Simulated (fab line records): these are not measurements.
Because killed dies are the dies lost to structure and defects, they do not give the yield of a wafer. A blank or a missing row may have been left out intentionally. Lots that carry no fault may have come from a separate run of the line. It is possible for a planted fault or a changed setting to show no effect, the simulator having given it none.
Which tool did it? || flow sky130 || Sampling: 12 lots, 36 wafers, 5 of 708 route steps

## WHAT THE GAUGES READ, wafer by wafer
SKY_POLY_GATE_THK_MEAS_21. Usual: POLY_GATE_OXIDATION_THK 3.98 nm, standard deviation 0.08.
{"lot": "L169", "measured": "day 17 16:13", "on": "film-metro-04", "POLY_GATE_OXIDATION_THK (nm)": "3.84 3.81 3.80", "flag": ""}
{"lot": "L171", "measured": "day 19 18:16", "on": "film-metro-04", "POLY_GATE_OXIDATION_THK (nm)": "4.10 4.02 4.22", "flag": ""}
{"lot": "L172", "measured": "day 19 18:16", "on": "film-metro-02", "POLY_GATE_OXIDATION_THK (nm)": "4.00 3.95 4.06", "flag": ""}
{"lot": "L173", "measured": "day 19 23:37", "on": "film-metro-02", "POLY_GATE_OXIDATION_THK (nm)": "4.07 4.09 4.08", "flag": ""}
{"lot": "L174", "measured": "day 20 00:00", "on": "film-metro-03", "POLY_GATE_OXIDATION_THK (nm)": "4.04 4.03 3.98", "flag": ""}
{"lot": "L176", "measured": "day 20 09:10", "on": "film-metro-04", "POLY_GATE_OXIDATION_THK (nm)": "4.18 4.49 4.59", "flag": "OFF"}
{"lot": "L175", "measured": "day 20 10:25", "on": "film-metro-04", "POLY_GATE_OXIDATION_THK (nm)": "5.23 5.31 5.20", "flag": "OFF"}
{"lot": "L177", "measured": "day 20 15:10", "on": "film-metro-02", "POLY_GATE_OXIDATION_THK (nm)": "3.97 4.00 3.97", "flag": ""}
{"lot": "L186", "measured": "day 23 21:16", "on": "film-metro-04", "POLY_GATE_OXIDATION_THK (nm)": "3.92 4.02 4.04", "flag": ""}
{"lot": "L187", "measured": "day 24 08:07", "on": "film-metro-02", "POLY_GATE_OXIDATION_THK (nm)": "3.95 4.02 3.99", "flag": ""}
{"lot": "L188", "measured": "day 24 16:10", "on": "film-metro-04", "POLY_GATE_OXIDATION_THK (nm)": "3.89 3.95 3.90", "flag": ""}
{"lot": "L189", "measured": "day 24 20:16", "on": "film-metro-02", "POLY_GATE_OXIDATION_THK (nm)": "3.99 4.02 4.05", "flag": ""}

SKY_METAL1_RS_MEAS_05: a four-point-probe measurement. Usual: METAL1_ALCU_RS 0.1263 ohm/sq, standard deviation 0.0014.
{"lot": "L169", "measured": "day 32 20:06", "on": "film-metro-01", "METAL1_ALCU_RS (ohm/sq)": "0.1240 0.1243 0.1268", "flag": ""}
{"lot": "L171", "measured": "day 34 19:35", "on": "film-metro-01", "METAL1_ALCU_RS (ohm/sq)": "0.1278 0.1265 0.1272", "flag": ""}
{"lot": "L172", "measured": "day 34 20:08", "on": "film-metro-03", "METAL1_ALCU_RS (ohm/sq)": "0.1243 0.1256 0.1255", "flag": ""}
{"lot": "L173", "measured": "day 34 20:44", "on": "film-metro-03", "METAL1_ALCU_RS (ohm/sq)": "0.1242 0.1271 0.1281", "flag": ""}
{"lot": "L174", "measured": "day 34 21:23", "on": "film-metro-01", "METAL1_ALCU_RS (ohm/sq)": "0.1272 0.1284 0.1248", "flag": ""}
{"lot": "L176", "measured": "day 35 05:15", "on": "film-metro-03", "METAL1_ALCU_RS (ohm/sq)": "0.1296 0.1276 0.1302", "flag": ""}
{"lot": "L175", "measured": "day 35 07:32", "on": "film-metro-03", "METAL1_ALCU_RS (ohm/sq)": "0.1257 0.1250 0.1248", "flag": ""}
{"lot": "L177", "measured": "day 35 07:38", "on": "film-metro-04", "METAL1_ALCU_RS (ohm/sq)": "0.1261 0.1248 0.1276", "flag": ""}
{"lot": "L186", "measured": "day 38 02:33", "on": "film-metro-04", "METAL1_ALCU_RS (ohm/sq)": "0.1266 0.1245 0.1260", "flag": ""}
{"lot": "L187", "measured": "day 38 13:53", "on": "film-metro-03", "METAL1_ALCU_RS (ohm/sq)": "0.1249 0.1259 0.1270", "flag": ""}
{"lot": "L188", "measured": "day 38 18:37", "on": "film-metro-04", "METAL1_ALCU_RS (ohm/sq)": "0.1258 0.1270 0.1260", "flag": ""}
{"lot": "L189", "measured": "day 39 00:08", "on": "film-metro-04", "METAL1_ALCU_RS (ohm/sq)": "0.1286 0.1274 0.1286", "flag": ""}

SKY_VIA1_CD_MEAS_12: the cd target is 150 nm. Usual: cd-nm at 150.1 nm, with a standard deviation of 1.6.
{"lot": "L169", "measured": "day 35 03:16", "on": "cd-sem-02", "cd-nm (nm)": "153.0 150.6 149.7", "flag": ""}
{"lot": "L171", "measured": "day 37 01:10", "on": "cd-sem-02", "cd-nm (nm)": "149.5 150.9 149.9", "flag": ""}
{"lot": "L172", "measured": "day 37 01:31", "on": "cd-sem-02", "cd-nm (nm)": "150.2 149.0 150.3", "flag": ""}
{"lot": "L173", "measured": "day 37 02:21", "on": "cd-sem-01", "cd-nm (nm)": "152.0 152.0 151.9", "flag": ""}
{"lot": "L174", "measured": "day 37 03:31", "on": "cd-sem-02", "cd-nm (nm)": "149.0 149.0 150.6", "flag": ""}
{"lot": "L176", "measured": "day 37 10:05", "on": "cd-sem-02", "cd-nm (nm)": "151.1 151.7 150.1", "flag": ""}
{"lot": "L175", "measured": "day 37 13:04", "on": "cd-sem-02", "cd-nm (nm)": "147.7 147.1 145.7", "flag": ""}
{"lot": "L177", "measured": "day 37 13:49", "on": "cd-sem-02", "cd-nm (nm)": "151.7 151.5 151.4", "flag": ""}
{"lot": "L186", "measured": "day 40 06:29", "on": "cd-sem-02", "cd-nm (nm)": "147.8 147.3 147.5", "flag": ""}
{"lot": "L187", "measured": "day 40 17:01", "on": "cd-sem-01", "cd-nm (nm)": "149.9 150.6 149.9", "flag": ""}
{"lot": "L188", "measured": "day 40 21:01", "on": "cd-sem-02", "cd-nm (nm)": "150.0 150.5 147.5", "flag": ""}
{"lot": "L189", "measured": "day 41 02:35", "on": "cd-sem-01", "cd-nm (nm)": "148.9 149.1 149.5", "flag": ""}

SKY_VIA1_THK_MEAS_23: measures by xrf. Usual: VIA1_W_THK 268 nm, standard deviation 3.2.
{"lot": "L169", "measured": "day 35 04:21", "on": "film-metro-02", "VIA1_W_THK (nm)": "273 273 269", "flag": ""}
{"lot": "L171", "measured": "day 37 02:19", "on": "film-metro-04", "VIA1_W_THK (nm)": "272 267 273", "flag": ""}
{"lot": "L172", "measured": "day 37 02:38", "on": "film-metro-02", "VIA1_W_THK (nm)": "270 273 268", "flag": ""}
{"lot": "L173", "measured": "day 37 03:28", "on": "film-metro-02", "VIA1_W_THK (nm)": "271 263 270", "flag": ""}
{"lot": "L174", "measured": "day 37 04:38", "on": "film-metro-02", "VIA1_W_THK (nm)": "268 267 269", "flag": ""}
{"lot": "L176", "measured": "day 37 11:11", "on": "film-metro-02", "VIA1_W_THK (nm)": "270 270 265", "flag": ""}
{"lot": "L175", "measured": "day 37 14:11", "on": "film-metro-02", "VIA1_W_THK (nm)": "268 267 262", "flag": ""}
{"lot": "L177", "measured": "day 37 15:01", "on": "film-metro-03", "VIA1_W_THK (nm)": "271 267 273", "flag": ""}
{"lot": "L186", "measured": "day 40 07:34", "on": "film-metro-03", "VIA1_W_THK (nm)": "266 261 262", "flag": ""}
{"lot": "L187", "measured": "day 40 18:07", "on": "film-metro-02", "VIA1_W_THK (nm)": "272 270 271", "flag": ""}
{"lot": "L188", "measured": "day 40 22:07", "on": "film-metro-04", "VIA1_W_THK (nm)": "270 271 271", "flag": ""}
{"lot": "L189", "measured": "day 41 03:41", "on": "film-metro-02", "VIA1_W_THK (nm)": "272 273 270", "flag": ""}

## WHAT TOOL EACH LOT RAN ON (gives the tool, then ch and the chambers of the sampled wafers, and finally the start)
{"lot": "L169", "SKY_POLY_GATE_OXIDATION_20": "furnace-01 ch 0, day 17 14:53"}
{"lot": "L171", "SKY_POLY_GATE_OXIDATION_20": "furnace-02 ch 0, day 19 17:01"}
{"lot": "L172", "SKY_POLY_GATE_OXIDATION_20": "furnace-02 ch 0, day 19 17:01"}
{"lot": "L173", "SKY_POLY_GATE_OXIDATION_20": "furnace-02 ch 0, day 19 22:22"}
{"lot": "L174", "SKY_POLY_GATE_OXIDATION_20": "furnace-01 ch 0, day 19 22:45"}
{"lot": "L176", "SKY_POLY_GATE_OXIDATION_20": "furnace-02 ch 0, day 20 07:55"}
{"lot": "L175", "SKY_POLY_GATE_OXIDATION_20": "furnace-02 ch 0, day 20 09:10"}
{"lot": "L177", "SKY_POLY_GATE_OXIDATION_20": "furnace-01 ch 0, day 20 13:55"}
{"lot": "L186", "SKY_POLY_GATE_OXIDATION_20": "furnace-02 ch 0, day 23 19:59"}
{"lot": "L187", "SKY_POLY_GATE_OXIDATION_20": "furnace-01 ch 0, day 24 06:52"}
{"lot": "L188", "SKY_POLY_GATE_OXIDATION_20": "furnace-01 ch 0, day 24 14:55"}
{"lot": "L189", "SKY_POLY_GATE_OXIDATION_20": "furnace-02 ch 0, day 24 19:01"}
- SKY_POLY_GATE_OXIDATION_20: stabilise 600 s, purge 300 s, target thk 4 nm.

## AS READ BY THE TOOLS THEMSELVES (means over the sampled wafers that have a number; for cases with no such wafer, the mark the record gives instead)
SKY_POLY_GATE_OXIDATION_20. Usual: for spike-tc-centre-C, 849.6 C with a standard deviation of 1.1; for spike-tc-lower-C, 850.3 C with a standard deviation of 1; for spike-tc-top-C, 866.0 C with a standard deviation of 2.4; for spike-tc-upper-C, 849.3 C with a standard deviation of 1.2; for zone-power-centre-pct, 17.8 % with a standard deviation of 0.99; for zone-power-lower-pct, 17.3 % with a standard deviation of 0.78; for zone-power-upper-pct, 15.11 % with a standard deviation of 0.22.
{"lot": "L169", "tool": "furnace-01", "spike-tc-centre-C (C)": 849.6, "spike-tc-lower-C (C)": 849.4, "spike-tc-top-C (C)": 868.0, "spike-tc-upper-C (C)": 847.8, "zone-power-centre-pct (%)": 16.9, "zone-power-lower-pct (%)": 18.0, "zone-power-upper-pct (%)": 14.94, "flag": ""}
{"lot": "L171", "tool": "furnace-02", "spike-tc-centre-C (C)": 850.6, "spike-tc-lower-C (C)": 850.8, "spike-tc-top-C (C)": 864.5, "spike-tc-upper-C (C)": 850.1, "zone-power-centre-pct (%)": 19.1, "zone-power-lower-pct (%)": 16.6, "zone-power-upper-pct (%)": 15.31, "flag": ""}
{"lot": "L172", "tool": "furnace-02", "spike-tc-centre-C (C)": 849.1, "spike-tc-lower-C (C)": 850.2, "spike-tc-top-C (C)": 863.3, "spike-tc-upper-C (C)": 849.8, "zone-power-centre-pct (%)": 18.9, "zone-power-lower-pct (%)": 16.4, "zone-power-upper-pct (%)": 15.44, "flag": ""}
{"lot": "L173", "tool": "furnace-02", "spike-tc-centre-C (C)": 848.7, "spike-tc-lower-C (C)": 850.5, "spike-tc-top-C (C)": 864.0, "spike-tc-upper-C (C)": 849.1, "zone-power-centre-pct (%)": 18.8, "zone-power-lower-pct (%)": 16.5, "zone-power-upper-pct (%)": 15.38, "flag": ""}
{"lot": "L174", "tool": "furnace-01", "spike-tc-centre-C (C)": 850.2, "spike-tc-lower-C (C)": 848.9, "spike-tc-top-C (C)": 867.0, "spike-tc-upper-C (C)": 848.8, "zone-power-centre-pct (%)": 16.9, "zone-power-lower-pct (%)": 18.1, "zone-power-upper-pct (%)": 14.89, "flag": ""}
{"lot": "L176", "tool": "furnace-02", "spike-tc-centre-C (C)": 899.5, "spike-tc-lower-C (C)": 844.4, "spike-tc-top-C (C)": 863.0, "spike-tc-upper-C (C)": 843.5, "zone-power-centre-pct (%)": 38.0, "zone-power-lower-pct (%)": 7.6, "zone-power-upper-pct (%)": 7.08, "flag": "OFF"}
{"lot": "L175", "tool": "furnace-02", "spike-tc-centre-C (C)": 900.1, "spike-tc-lower-C (C)": 843.7, "spike-tc-top-C (C)": 864.0, "spike-tc-upper-C (C)": 843.7, "zone-power-centre-pct (%)": 38.0, "zone-power-lower-pct (%)": 7.6, "zone-power-upper-pct (%)": 7.10, "flag": "OFF"}
{"lot": "L177", "tool": "furnace-01", "spike-tc-centre-C (C)": 850.0, "spike-tc-lower-C (C)": 850.6, "spike-tc-top-C (C)": 867.8, "spike-tc-upper-C (C)": 849.2, "zone-power-centre-pct (%)": 17.0, "zone-power-lower-pct (%)": 18.0, "zone-power-upper-pct (%)": 14.96, "flag": ""}
{"lot": "L186", "tool": "furnace-02", "spike-tc-centre-C (C)": 850.3, "spike-tc-lower-C (C)": 850.6, "spike-tc-top-C (C)": 862.8, "spike-tc-upper-C (C)": 849.3, "zone-power-centre-pct (%)": 19.0, "zone-power-lower-pct (%)": 16.4, "zone-power-upper-pct (%)": 15.49, "flag": ""}
{"lot": "L187", "tool": "furnace-01", "spike-tc-centre-C (C)": 849.8, "spike-tc-lower-C (C)": 850.7, "spike-tc-top-C (C)": 866.8, "spike-tc-upper-C (C)": 848.7, "zone-power-centre-pct (%)": 17.0, "zone-power-lower-pct (%)": 17.8, "zone-power-upper-pct (%)": 14.93, "flag": ""}
{"lot": "L188", "tool": "furnace-01", "spike-tc-centre-C (C)": 849.9, "spike-tc-lower-C (C)": 850.3, "spike-tc-top-C (C)": 867.1, "spike-tc-upper-C (C)": 849.0, "zone-power-centre-pct (%)": 17.1, "zone-power-lower-pct (%)": 18.0, "zone-power-upper-pct (%)": 15.05, "flag": ""}
{"lot": "L189", "tool": "furnace-02", "spike-tc-centre-C (C)": 848.4, "spike-tc-lower-C (C)": 849.9, "spike-tc-top-C (C)": 863.0, "spike-tc-upper-C (C)": 850.3, "zone-power-centre-pct (%)": 18.8, "zone-power-lower-pct (%)": 16.3, "zone-power-upper-pct (%)": 15.33, "flag": ""}

## THE ANSWER, worked out from the rows above alone
Rule: lot off if the mean of its wafers having a number is beyond 3 standard deviations from the usual mean. A lot without any number at a reading at which 4 lots or more have one is off too. Any other lot the step has rows for is counted as sound. After the gauges, taken in route order, come the tools' own readings; for these a lot's mean is taken, as printed above. The first step at which some lot is off is used, and at that step the reading that is off furthest; a lot without a number counts as furthest.
Off: L176, L175, at SKY_POLY_GATE_THK_MEAS_21 (POLY_GATE_OXIDATION_THK).
A tool fits if, at a process step before that reading, it ran every lot that is off, and no sound lot after the first of them. The gauges at SKY_POLY_GATE_THK_MEAS_21 aren't tried: what is off there is off at SKY_POLY_GATE_OXIDATION_20 too, on other tools, and a gauge's error can't cause that. Not one of the candidates tried fits.

## WHAT WAS PUT IN BY THE SIMULATOR
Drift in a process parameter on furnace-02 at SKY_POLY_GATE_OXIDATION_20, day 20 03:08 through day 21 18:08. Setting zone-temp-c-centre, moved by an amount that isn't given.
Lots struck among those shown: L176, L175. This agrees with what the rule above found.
